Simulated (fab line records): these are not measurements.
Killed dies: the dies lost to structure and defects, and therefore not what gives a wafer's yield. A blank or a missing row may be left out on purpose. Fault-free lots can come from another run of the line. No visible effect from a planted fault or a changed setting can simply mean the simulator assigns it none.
Chamber matching | flow gf180mcu | GF_PASSIVATION_CVD_02 on pecvd-02 has 3 sister chambers
The step deposits Si3N4, target thk 700 nm, time 486.18 s. 6 wafers are shown with their chamber, then 7 later ones without.

## WAFERS PAIRED WITH THEIR CHAMBERS
wafer  | chamber | heater_power_w (W)
L749.1 | 0       | 722
L750.1 | 2       | 631
L750.3 | 1       | 789
L750.4 | 0       | 582
L754.1 | 2       | 666
L754.3 | 1       | 812

## WAFERS WITH NO CHAMBER GIVEN
wafer  | heater_power_w (W)
L754.6 | 588
L756.2 | 700
L756.4 | 583
L756.6 | 668
L762.1 | 607
L762.2 | 846
L762.6 | 739

## WHICH CHAMBER EACH ONE RAN IN
wafer  | from the rows above          | in truth
L754.6 | can't be placed: 2 or 0      | 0
L756.2 | can't be placed: 0 or 2 or 1 | 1
L756.4 | can't be placed: 2 or 0      | 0
L756.6 | can't be placed: 0 or 2 or 1 | 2
L762.1 | can't be placed: 2 or 0      | 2
L762.2 | 1                            | 1
L762.6 | can't be placed: 1 or 0 or 2 | 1
Correctly placed: 1 of 7. Unplaceable from these rows: 6, with the true chamber sitting among the candidates in 6. Placed wrongly: 0.
How it was worked out, from the rows above alone: a wafer's distance from a chamber is the root of the sum, over the readings, of the square of ((its reading less the chamber's mean) divided by the reading's scatter). If the next closest chamber is less than 2 further off than the closest, the wafer can't be placed; otherwise it belongs to the closest. A chamber's mean is the mean of its shown wafers. How the scatter is found: for the shown wafers, subtract from each reading the mean of its chamber, square and add these, divide the total by (wafers less chambers), then take the root.
